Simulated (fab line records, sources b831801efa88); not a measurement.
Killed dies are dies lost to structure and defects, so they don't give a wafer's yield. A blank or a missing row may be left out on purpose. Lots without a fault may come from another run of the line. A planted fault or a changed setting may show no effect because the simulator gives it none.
Which tool did it? | flow sky130 | 15 lots, 45 wafers sampled, at 5 steps of a route of 708

WHAT THE GAUGES READ, wafer by wafer
SKY_PWDE_TW_MEAS_10. Usual: PWDE_TW 374, standard deviation 4.
lot  | measured    | on            | PWDE_TW     | flag
L930 | day 3 21:11 | film_metro-02 | 378 377 375 |
L931 | day 4 03:41 | film_metro-02 | 378 380 377 |
L932 | day 4 04:56 | film_metro-02 | 378 377 379 |
L933 | day 4 12:08 | film_metro-04 | 377 376 374 |
L934 | day 5 06:45 | film_metro-01 | 369 369 370 |
L936 | day 5 12:41 | film_metro-02 | 376 375 374 |
L937 | day 5 19:38 | film_metro-04 | 376 374 372 |
L938 | day 5 20:20 | film_metro-02 | 375 373 376 |
L940 | day 6 10:20 | film_metro-01 | 367 367 366 |
L946 | day 7 15:51 | film_metro-04 | 377 378 378 |
L947 | day 7 22:11 | film_metro-01 | 367 367 368 |
L948 | day 8 03:12 | film_metro-01 | 368 372 371 |
L949 | day 8 09:50 | film_metro-02 | 374 374 376 |
L950 | day 8 17:08 | film_metro-01 | 372 368 371 |
L951 | day 9 02:17 | film_metro-04 | 377 377 375 |

SKY_VT_ADJUST_LVTN_TW_MEAS_10. Usual: VT_ADJUST_LVTN_TW 241.2, standard deviation 2.4.
lot  | measured     | on            | VT_ADJUST_LVTN_TW | flag
L930 | day 6 22:28  | film_metro-03 | 244.7 242.2 244.4 |
L931 | day 7 06:32  | film_metro-03 | 242.5 242.5 243.8 |
L932 | day 7 09:08  | film_metro-02 | 241.8 242.5 241.2 |
L933 | day 7 18:51  | film_metro-01 | 235.5 236.5 237.3 |
L934 | day 8 15:58  | film_metro-02 | 241.0 241.7 242.0 |
L936 | day 8 22:24  | film_metro-01 | 29.6 29.7 29.8    | OFF
L937 | day 9 05:53  | film_metro-02 | 30.4 30.4 30.2    | OFF
L938 | day 9 06:26  | film_metro-02 | 30.1 30.3 30.2    | OFF
L940 | day 9 23:42  | film_metro-03 | 242.1 242.3 243.1 |
L946 | day 11 07:28 | film_metro-02 | 244.4 244.6 242.0 |
L947 | day 11 15:08 | film_metro-02 | 243.3 243.5 243.1 |
L948 | day 11 22:15 | film_metro-01 | 236.2 236.7 237.4 |
L949 | day 12 03:56 | film_metro-03 | 241.6 240.5 240.9 |
L950 | day 12 14:03 | film_metro-02 | 243.6 242.2 241.9 |
L951 | day 12 22:15 | film_metro-01 | 238.4 237.5 238.5 |

SKY_LDD_N_OVL_MEAS_07. Usual: LDD_N_OVL 0.0 nm, standard deviation 1.3.
lot  | measured     | on         | LDD_N_OVL (nm) | flag
L930 | day 19 04:02 | overlay-01 | -0.9 0.0 -0.5  |
L931 | day 19 01:01 | overlay-01 | 2.3 -1.0 0.7   |
L932 | day 19 04:12 | overlay-02 | 0.1 0.3 0.8    |
L933 | day 19 07:03 | overlay-02 | -1.4 -0.1 0.1  |
L934 | day 19 22:50 | overlay-01 | 0.4 -0.8 2.1   |
L940 | day 22 00:20 | overlay-01 | -0.1 -2.4 -0.7 |
L946 | day 23 11:16 | overlay-02 | -1.3 0.1 1.8   |
L947 | day 23 21:50 | overlay-02 | -0.3 -2.1 -0.9 |
L948 | day 24 10:41 | overlay-01 | -1.3 -1.5 0.0  |
L949 | day 24 16:26 | overlay-02 | -0.5 0.5 0.4   |
L950 | day 25 03:41 | overlay-01 | 0.1 0.1 0.7    |
L951 | day 25 17:27 | overlay-02 | -0.8 0.7 -1.1  |

SKY_LDD_P_CD_MEAS_07: target cd 380 nm. Usual: cd_nm 379.8 nm, standard deviation 2.4.
lot  | measured     | on        | cd_nm (nm)        | flag
L930 | day 20 11:44 | cd_sem-02 | 380.3 381.4 380.4 |
L931 | day 20 09:07 | cd_sem-01 | 379.8 379.4 382.7 |
L932 | day 20 11:58 | cd_sem-01 | 377.8 380.4 379.8 |
L933 | day 20 14:22 | cd_sem-01 | 380.9 380.7 380.9 |
L934 | day 21 05:35 | cd_sem-01 | 380.1 379.4 378.8 |
L940 | day 23 07:59 | cd_sem-02 | 384.0 385.1 386.9 |
L946 | day 24 17:47 | cd_sem-01 | 379.0 380.7 379.4 |
L947 | day 25 04:13 | cd_sem-02 | 374.9 376.2 376.5 |
L948 | day 25 16:50 | cd_sem-01 | 376.5 376.2 378.2 |
L949 | day 25 22:40 | cd_sem-01 | 379.3 377.9 378.1 |
L950 | day 26 10:17 | cd_sem-01 | 377.9 377.8 379.0 |
L951 | day 27 00:46 | cd_sem-02 | 380.7 380.9 379.3 |

WHICH TOOL RAN EACH LOT (tool, then ch and the chambers of the sampled wafers, then the start)
lot  | SKY_VT_ADJUST_LVTN_IMPLANT_08
L930 | implanter-01 ch 0, day 6 22:13
L931 | implanter-01 ch 0, day 7 06:18
L932 | implanter-01 ch 0, day 7 08:54
L933 | implanter-04 ch 0, day 7 18:37
L934 | implanter-01 ch 0, day 8 15:43
L936 | implanter-01, day 8 22:10
L937 | implanter-04, day 9 05:39
L938 | implanter-03, day 9 06:11
L940 | implanter-01 ch 0, day 9 23:27
L946 | implanter-03 ch 0, day 11 07:13
L947 | implanter-03 ch 0, day 11 14:54
L948 | implanter-04 ch 0, day 11 22:00
L949 | implanter-03 ch 0, day 12 03:42
L950 | implanter-03 ch 0, day 12 13:48
L951 | implanter-01 ch 0, day 12 22:01
- SKY_VT_ADJUST_LVTN_IMPLANT_08

WHAT THE TOOLS THEMSELVES READ (means of the sampled wafers that have a number; where no wafer has one, the mark that the record gives instead)
SKY_VT_ADJUST_LVTN_IMPLANT_08. Usual: beam_energy_keV 29.609, standard deviation 0.01; beam_on_s 9.99 s, standard deviation 0.2.
lot  | tool         | beam_energy_keV | beam_on_s (s) | flag
L930 | implanter-01 | 29.604          | 9.86          |
L931 | implanter-01 | 29.593          | 9.90          |
L932 | implanter-01 | 29.606          | 9.90          |
L933 | implanter-04 | 29.600          | 9.95          |
L934 | implanter-01 | 29.612          | 9.96          |
L936 | implanter-01 | -               | -             | OFF
L937 | implanter-04 | -               | -             | OFF
L938 | implanter-03 | -               | -             | OFF
L940 | implanter-01 | 29.609          | 10.11         |
L946 | implanter-03 | 29.614          | 10.23         |
L947 | implanter-03 | 29.607          | 10.02         |
L948 | implanter-04 | 29.603          | 9.91          |
L949 | implanter-03 | 29.627          | 10.11         |
L950 | implanter-03 | 29.611          | 9.96          |
L951 | implanter-01 | 29.612          | 10.03         |

THE ANSWER, worked out from the rows above alone
Rule: a lot is off if the mean of its wafers that have a number lies more than 3 standard deviations from the usual mean. A lot without any number at a reading at which 4 lots or more have one is off too. The other lots that the step has rows for count as sound. The gauges are gone through in route order, then the tools' own readings, and for those a lot's mean is taken as printed above. The first step at which some lot is off is used, and at that step the reading that is off furthest; a lot without a number counts as furthest.
Off: L936, L937, L938, at SKY_VT_ADJUST_LVTN_TW_MEAS_10 (VT_ADJUST_LVTN_TW).
A tool fits if, at a process step before that reading, it ran every lot that is off, and no sound lot after the first of them. The gauges at SKY_VT_ADJUST_LVTN_TW_MEAS_10 aren't tried: what is off there is off at SKY_VT_ADJUST_LVTN_IMPLANT_08 too, on other tools, and a gauge's error can't cause that. None of those tried fits.

WHAT THE SIMULATOR HAD PUT IN
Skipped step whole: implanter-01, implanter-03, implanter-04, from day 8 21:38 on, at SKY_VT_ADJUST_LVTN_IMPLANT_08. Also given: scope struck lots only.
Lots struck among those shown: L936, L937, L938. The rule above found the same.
